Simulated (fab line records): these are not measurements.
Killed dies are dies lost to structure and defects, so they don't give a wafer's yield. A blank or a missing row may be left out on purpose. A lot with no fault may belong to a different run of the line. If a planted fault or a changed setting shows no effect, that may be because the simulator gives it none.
fab line records | flow gf180mcu
record: lots: 7 | wafers: 21 | lastDay: 34
route steps=602 shown STI@24 DNWELL@32 NWELL@42
lots with no fault: from the same line, run without faults
startH: the number of hours between the record's first day and the start of the first shown wafer of the lot | waitH: time in hours since the lot's previous step | " unchanged from the row above | L1.1+2: a row that stands for several wafers | - value missing, or start not given | * or withheld: withheld | < > ~ a bound
route shown NAME@n: names a module that has steps shown in the file, with the first one's number in the route | usual: mean/standard deviation of fault-free wafers | same: alike in all rows | chamber/n: place in a boat | sites: each site's reading | _std_site: how widely they spread, as a standard deviation | _edge_site: the outer-site mean with the inner-site mean subtracted | radiusMm: for every site, how far away it sits from the centre of the wafer | mask NAME#n: copy n | behind: the most recent tool/chamber to have shaped the wafer | hold: cause of the lot's hold/its duration in hours/its outcome | device: the transistor (n, p or np) that didn't switch | end of line: at the end of the route, the tests of the same wafers | a step given without rows: its recipe and nothing more | killed: the dies lost at the first sort to structure and to defects; this is not the yield of the wafer | map: the dies of a wafer, with x for killed, . for not killed, _ for no die there
set.NAME: the run value of the setting; set.NAME@STEP: its run value at that earlier step | model.NAME: the simulator's own value behind a step, which no gauge read
lots at some steps of the route; a table a step, a row a wafer
services: when a tool's chamber went out of use (startH, in hours from the record's first day, below 0 if earlier), for how many hours, and the reason
== steps ==
step: GF_STI_CVD_23
recipe: material: SiO2 | targetThkNm: 650 | sigmaOpenFrac: 0.3 | timeS: 108.3 | tempC: 600 | sih4FlowSccm: 60 | pressureMtorr: 6
step: GF_STI_THK_MEAS_24
recipe: reads: SiO2_of_STI_CVD_23
usual: STI_CVD_23_THK: 650/7.5
lot.wafer | tool         | chamber | startH | waitH | STI_CVD_23_THK[nm]
L279.1    | filmMetro-03 | -       | 33.06  | 0.0   | 652
L279.3    | "            | -       | "      | "     | 646
L279.5    | "            | -       | "      | "     | 655
L280.2    | filmMetro-03 | -       | 39.80  | 0.0   | 646
L280.3    | "            | -       | "      | "     | 653
L280.4    | "            | -       | "      | "     | 652
L292.1    | filmMetro-03 | -       | 104.22 | 0.0   | 653
L292.4    | "            | -       | "      | "     | 657
L292.5    | "            | -       | "      | "     | 645
L293.1    | filmMetro-03 | -       | 112.22 | 0.0   | 648
L293.3    | "            | -       | "      | "     | 655
L293.5    | "            | -       | "      | "     | 648
L294.3    | filmMetro-02 | -       | 112.24 | 0.1   | 654
L294.5    | "            | -       | "      | "     | 656
L294.6    | "            | -       | "      | "     | 657
L298.1    | filmMetro-03 | -       | 135.31 | 0.0   | 652
L298.4    | "            | -       | "      | "     | 645
L298.5    | "            | -       | "      | "     | 662
L300.1    | filmMetro-02 | -       | 141.77 | 0.0   | 658
L300.4    | "            | -       | "      | "     | 647
L300.5    | "            | -       | "      | "     | 654
step: GF_STI_CMP_25
recipe: stopOn: Si3N4 | tOverpolishS: 33 | downForcePsi: 4 | platenRpm: 60 | targetThkNm: 524.6 | padVelocityMS: 0.94248
usual: motorCurrentA: 11.5/0.92 | overpolishRunS: 33.000/0.01 | platenRpm: 60.00/0.045 | slurryFlowMlMin: 150.0/0.49 | timeToEndpointS: 122/4.6
lot.wafer | tool   | chamber | startH | waitH | motorCurrentA | overpolishRunS | platenRpm | slurryFlowMlMin | timeToEndpointS
L279.1    | cmp-01 | 3       | 33.17  | 0.1   | 10.9          | 33.001         | 60.00     | 149.1           | 123
L279.3    | "      | 1       | "      | "     | 12.5          | 33.002         | 60.05     | 150.4           | 121
L279.5    | "      | 2       | "      | "     | 12.0          | 33.004         | 60.02     | 150.3           | 124
L280.4    | cmp-02 | 3       | 39.85  | 0.0   | 11.4          | 32.989         | 59.97     | 150.2           | 115
L280.3    | "      | 0       | "      | "     | 12.0          | 32.995         | 60.04     | 149.9           | 116
L280.2    | "      | 1       | "      | "     | 12.9          | 32.989         | 59.90     | 151.6           | 117
L292.4    | cmp-02 | 1       | 104.33 | 0.1   | 13.2          | 32.997         | 60.00     | 149.3           | 134
L292.1    | "      | 2       | "      | "     | 10.4          | 33.002         | 59.97     | 150.9           | 130
L292.5    | "      | 1       | "      | "     | 12.8          | 33.007         | 59.99     | 149.2           | 126
L294.3    | cmp-02 | 3       | 112.33 | 0.1   | 11.0          | 33.014         | 59.94     | 151.0           | 126
L294.5    | "      | 2       | "      | "     | 10.2          | 33.010         | 59.91     | 149.2           | 130
L294.6    | "      | 3       | "      | "     | 11.2          | 32.995         | 59.99     | 150.4           | 129
L293.3    | cmp-01 | 0       | 112.47 | 0.2   | 11.2          | 32.999         | 60.03     | 149.4           | 115
L293.1    | "      | 1       | "      | "     | 12.3          | 32.988         | 59.96     | 150.0           | 123
L293.5    | "      | 3       | "      | "     | 10.5          | 32.989         | 59.96     | 149.9           | 119
L298.4    | cmp-01 | 3       | 135.47 | 0.1   | 10.7          | 33.019         | 60.03     | 150.0           | 115
L298.1    | "      | 0       | "      | "     | 11.4          | 32.983         | 60.02     | 149.5           | 114
L298.5    | "      | 2       | "      | "     | 12.8          | 33.009         | 60.00     | 149.5           | 126
L300.4    | cmp-01 | 3       | 141.83 | 0.0   | 10.1          | 33.009         | 60.00     | 150.1           | 119
L300.1    | "      | 1       | "      | "     | 12.0          | 33.002         | 60.03     | 150.3           | 119
L300.5    | "      | 3       | "      | "     | 10.9          | 33.000         | 60.01     | 149.3           | 120
step: GF_STI_WET_ETCH_26
recipe: chemistry: dHF | targetDepthNm: 94 | target: SiO2 | tempC: 25 | dilution: 10:1 | timeS: 188
step: GF_STI_WET_ETCH_27
recipe: chemistry: H3PO4 | targetDepthNm: 160 | target: Si3N4 | tempC: 160 | timeS: 1825
step: GF_STI_WET_ETCH_28
recipe: chemistry: dHF | targetDepthNm: 20 | dry: ipaMarangoni | target: SiO2 | tempC: 25 | dilution: 10:1 | timeS: 40
step: GF_STI_OXIDATION_29
recipe: tempC: 900 | ambient: O2 | stabiliseS: 600 | purgeS: 300 | targetThkA: 100 | oxTimeS: 1418
step: GF_STI_THK_MEAS_30
recipe: reads: SiO2_of_STI_OXIDATION_29
usual: STI_OXIDATION_02_THK: 10.09/0.15
lot.wafer | tool         | chamber | startH | waitH | STI_OXIDATION_02_THK[nm]
L279.1    | filmMetro-02 | -       | 35.41  | 0.0   | 9.91
L279.3    | "            | -       | "      | "     | 10.10
L279.5    | "            | -       | "      | "     | 10.16
L280.2    | filmMetro-04 | -       | 42.88  | 0.0   | 10.39
L280.3    | "            | -       | "      | "     | 10.35
L280.4    | "            | -       | "      | "     | 10.16
L292.1    | filmMetro-02 | -       | 110.95 | 0.0   | 10.24
L292.4    | "            | -       | "      | "     | 10.21
L292.5    | "            | -       | "      | "     | 10.05
L293.1    | filmMetro-02 | -       | 120.09 | 0.0   | 9.74
L293.3    | "            | -       | "      | "     | 9.74
L293.5    | "            | -       | "      | "     | 9.80
L294.3    | filmMetro-03 | -       | 120.11 | 0.0   | 9.87
L294.5    | "            | -       | "      | "     | 9.86
L294.6    | "            | -       | "      | "     | 9.98
L298.1    | filmMetro-02 | -       | 138.02 | 0.0   | 10.28
L298.4    | "            | -       | "      | "     | 10.12
L298.5    | "            | -       | "      | "     | 10.23
L300.1    | filmMetro-02 | -       | 145.14 | 0.0   | 9.84
L300.4    | "            | -       | "      | "     | 9.88
L300.5    | "            | -       | "      | "     | 9.83
step: GF_DNWELL_DEHYDRATE_00
recipe: tempC: 200 | timeS: 60
step: GF_DNWELL_HMDS_01
recipe: primeTimeS: 60 | primeTempC: 120
step: GF_DNWELL_COAT_02
recipe: spinRpm: 2000 | resistThkNm: 3000
step: GF_DNWELL_SOFTBAKE_03
recipe: tempC: 110 | timeS: withheld
step: GF_DNWELL_EXPOSE_04
recipe: maskId: DNWELL | targetCdNm: 1700 | na: 0.6 | sourceShape: conventional | sigmaOuter: 0.6 | doseMj: 260
usual: exposureDoseMJCm2: 260.06/0.26 | focusOffsetNm: 0.1/0.52 | na: 0.6/0
lot.wafer | tool            | chamber | startH | waitH | mask     | exposureDoseMJCm2 | focusOffsetNm | na
L279.1    | ilineStepper-01 | 0       | 41.87  | -     | DNWELL#0 | 260.17            | -0.6          | 0.6
L279.3    | "               | 0       | "      | "     | DNWELL#0 | 260.09            | 0.5           | 0.6
L279.5    | "               | 0       | "      | "     | DNWELL#0 | 260.23            | 0.1           | 0.6
L280.2    | ilineStepper-01 | 0       | 49.44  | -     | DNWELL#0 | 260.31            | 0.5           | 0.6
L280.3    | "               | 0       | "      | "     | DNWELL#0 | 260.35            | -0.1          | 0.6
L280.4    | "               | 0       | "      | "     | DNWELL#0 | 260.60            | 0.4           | 0.6
L292.1    | ilineStepper-02 | -       | 117.63 | -     | DNWELL#0 | -                 | -             | -
L292.4    | "               | -       | "      | "     | DNWELL#0 | -                 | -             | -
L292.5    | "               | -       | "      | "     | DNWELL#0 | -                 | -             | -
L294.3    | ilineStepper-02 | -       | 126.00 | -     | DNWELL#0 | -                 | -             | -
L294.5    | "               | -       | "      | "     | DNWELL#0 | -                 | -             | -
L294.6    | "               | -       | "      | "     | DNWELL#0 | -                 | -             | -
L293.1    | ilineStepper-01 | -       | 126.64 | -     | DNWELL#0 | -                 | -             | -
L293.3    | "               | -       | "      | "     | DNWELL#0 | -                 | -             | -
L293.5    | "               | -       | "      | "     | DNWELL#0 | -                 | -             | -
L298.1    | ilineStepper-01 | 0       | 145.32 | -     | DNWELL#0 | 259.42            | 0.3           | 0.6
L298.4    | "               | 0       | "      | "     | DNWELL#0 | 259.57            | 0.2           | 0.6
L298.5    | "               | 0       | "      | "     | DNWELL#0 | 259.94            | -0.8          | 0.6
L300.1    | ilineStepper-01 | 0       | 153.02 | -     | DNWELL#0 | 259.94            | 0.0           | 0.6
L300.4    | "               | 0       | "      | "     | DNWELL#0 | 260.07            | 0.1           | 0.6
L300.5    | "               | 0       | "      | "     | DNWELL#0 | 260.09            | 0.0           | 0.6
step: GF_DNWELL_PEB_05
recipe: tempC: 115 | timeS: withheld
step: GF_DNWELL_DEVELOP_06
recipe: wallAngleDeg: 90 | developTimeS: 60 | devTempC: 23
step: GF_DNWELL_IMPLANT_07
recipe: species: P | energyKev: 1500 | doseCm2: 1e+13 | tiltDeg: 0
step: GF_DNWELL_STRIP_08
recipe: chemistry: O2/N2 | powerW: 1400 | pressureMtorr: 1500 | platenTempC: 250 | o2FlowSccm: 3000 | n2FlowSccm: 300 | overashFraction: 0.5
usual: drypumpMotorCurrentA: 5.4/0.35 | heaterPowerW: 343/28 | oesProductAu: 0.722/0.0043 | platenTempC: 249.97/0.19 | stripTimeToEndpointS: 37.02/0.12
lot.wafer | tool           | chamber | startH | waitH | drypumpMotorCurrentA | heaterPowerW | oesProductAu | platenTempC | rfHoursCounterH | stripTimeToEndpointS
L279.1    | plasmaAsher-01 | 1       | 47.82  | 0.1   | 5.2                  | 329          | 0.732        | 250.01      | 42              | 36.97
L279.3    | "              | 1       | "      | "     | 5.2                  | 333          | 0.716        | 249.87      | -               | 36.99
L279.5    | "              | 0       | "      | "     | 5.7                  | 374          | 0.729        | 250.04      | -               | 37.11
L280.2    | plasmaAsher-01 | 0       | 55.82  | 0.1   | 5.7                  | 378          | 0.721        | 250.09      | 43              | 36.95
L280.3    | "              | 0       | "      | "     | 5.7                  | 385          | 0.725        | 249.94      | -               | 36.93
L280.4    | "              | 1       | "      | "     | 5.2                  | 331          | 0.726        | 250.03      | -               | 36.87
L292.1    | plasmaAsher-01 | 0       | 124.22 | 0.1   | 5.7                  | 383          | 0.730        | 250.06      | 50              | 37.05
L292.4    | "              | 0       | "      | "     | 5.7                  | 384          | 0.725        | 250.25      | -               | 37.09
L292.5    | "              | 1       | "      | "     | 5.3                  | 322          | 0.724        | 250.01      | -               | 37.17
L294.3    | plasmaAsher-02 | 1       | 132.05 | 0.1   | 5.6                  | 344          | 0.725        | 249.71      | -               | 36.99
L294.5    | "              | 0       | "      | "     | 4.8                  | 311          | 0.724        | 250.15      | -               | 37.08
L294.6    | "              | 1       | "      | "     | 5.7                  | 354          | 0.721        | 249.56      | -               | 37.03
L293.1    | plasmaAsher-01 | 1       | 133.61 | 0.1   | 5.2                  | 335          | 0.723        | 249.87      | 51              | 37.19
L293.3    | "              | 1       | "      | "     | 5.3                  | 333          | 0.723        | 250.11      | -               | 37.21
L293.5    | "              | 1       | "      | "     | 5.3                  | 324          | 0.726        | 249.94      | -               | 37.14
L298.1    | plasmaAsher-01 | 1       | 153.52 | 0.1   | 5.3                  | 334          | 0.719        | 249.97      | 53              | 37.07
L298.4    | "              | 0       | "      | "     | 5.7                  | 376          | 0.720        | 250.11      | -               | 36.98
L298.5    | "              | 0       | "      | "     | 5.6                  | 385          | 0.719        | 250.03      | -               | 36.94
L300.1    | plasmaAsher-02 | 1       | 160.27 | 0.1   | 5.6                  | 345          | 0.720        | 250.07      | 37              | 36.98
L300.4    | "              | 1       | "      | "     | 5.6                  | 343          | 0.727        | 250.11      | -               | 36.98
L300.5    | "              | 0       | "      | "     | 4.8                  | 318          | 0.724        | 250.40      | -               | 36.99
step: GF_DNWELL_TW_MEAS_09
usual: DNWELL_TW: 1356/7.1
lot.wafer | tool         | chamber | startH | waitH | DNWELL_TW
L279.1    | filmMetro-04 | -       | 47.92  | 0.1   | 1369
L279.3    | "            | -       | "      | "     | 1361
L279.5    | "            | -       | "      | "     | 1366
L280.2    | filmMetro-02 | -       | 55.93  | 0.1   | 1356
L280.3    | "            | -       | "      | "     | 1355
L280.4    | "            | -       | "      | "     | 1353
L292.1    | filmMetro-01 | -       | 124.32 | 0.1   | 31
L292.4    | "            | -       | "      | "     | 31
L292.5    | "            | -       | "      | "     | 31
L294.3    | filmMetro-02 | -       | 132.13 | 0.1   | 31
L294.5    | "            | -       | "      | "     | 31
L294.6    | "            | -       | "      | "     | 31
L293.1    | filmMetro-01 | -       | 133.71 | 0.1   | 30
L293.3    | "            | -       | "      | "     | 31
L293.5    | "            | -       | "      | "     | 31
L298.1    | filmMetro-01 | -       | 153.62 | 0.1   | 1358
L298.4    | "            | -       | "      | "     | 1353
L298.5    | "            | -       | "      | "     | 1358
L300.1    | filmMetro-04 | -       | 160.37 | 0.1   | 1359
L300.4    | "            | -       | "      | "     | 1359
L300.5    | "            | -       | "      | "     | 1357
step: GF_NWELL_DEHYDRATE_00
recipe: tempC: 200 | timeS: 60
== services ==
tool            | chamber | startH | hours | kind
ilineStepper-02 | -       | 32.32  | 1.4   | repair
cmp-01          | -       | 38.65  | 1.9   | repair
cmp-01          | -       | 55.58  | 9.0   | pm
cmp-02          | -       | 64.00  | 4.0   | pm
cmp-02          | -       | 68.00  | -     | consumableReplace:conditioner
cmp-02          | -       | 68.00  | -     | consumableReplace:pad
cmp-02          | -       | 68.00  | 4.9   | pm
ilineStepper-01 | -       | 73.34  | 4.4   | repair
cmp-02          | -       | 79.40  | 0.7   | repair
cmp-02          | -       | 93.13  | 0.2   | repair
ilineStepper-01 | -       | 96.53  | 1.7   | pm
cmp-02          | -       | 117.51 | 1.1   | repair
plasmaAsher-01  | -       | 124.93 | 2.1   | repair
plasmaAsher-01  | -       | 127.86 | 1.5   | repair
cmp-02          | -       | 149.62 | 2.6   | repair
== key ==
firstSign: step: GF_DNWELL_EXPOSE_04 | reading: toolRecord | direction: missing
effect: step: GF_DNWELL_TW_MEAS_09 | reading: DNWELL_TW | direction: down | sigmas: 99+ | usual: 1356 | struck: 31
metAt GF_DNWELL_EXPOSE_04
struckWafers L292.1,L292.4,L292.5,L293.1,L293.3,L293.5,L294.3,L294.5,L294.6
sortLeftOut L292.1,L292.4,L292.5,L293.1,L293.3,L293.5,L294.3,L294.5,L294.6
testerLeftOut L292,L293,L294
onsetBetween 49.44 117.63
fault: kind: skippedStepWhole | tool: ilineStepper-01,ilineStepper-02 | chamber: - | onsetH: 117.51 | steps: GF_DNWELL_EXPOSE_04 | scope: struckLotsOnly
testerLeftOut: of these lots the tester's yield and bins aren't shown, on N5 and GAA mostly nor the transistor test; their killed dies are dies lost to structure and defects alone, not to doping, threshold or leakage, so they don't give the yield
sortLeftOut: the simulated sort isn't trusted on such a fault, so these wafers' sort isn't shown, and their yield isn't known
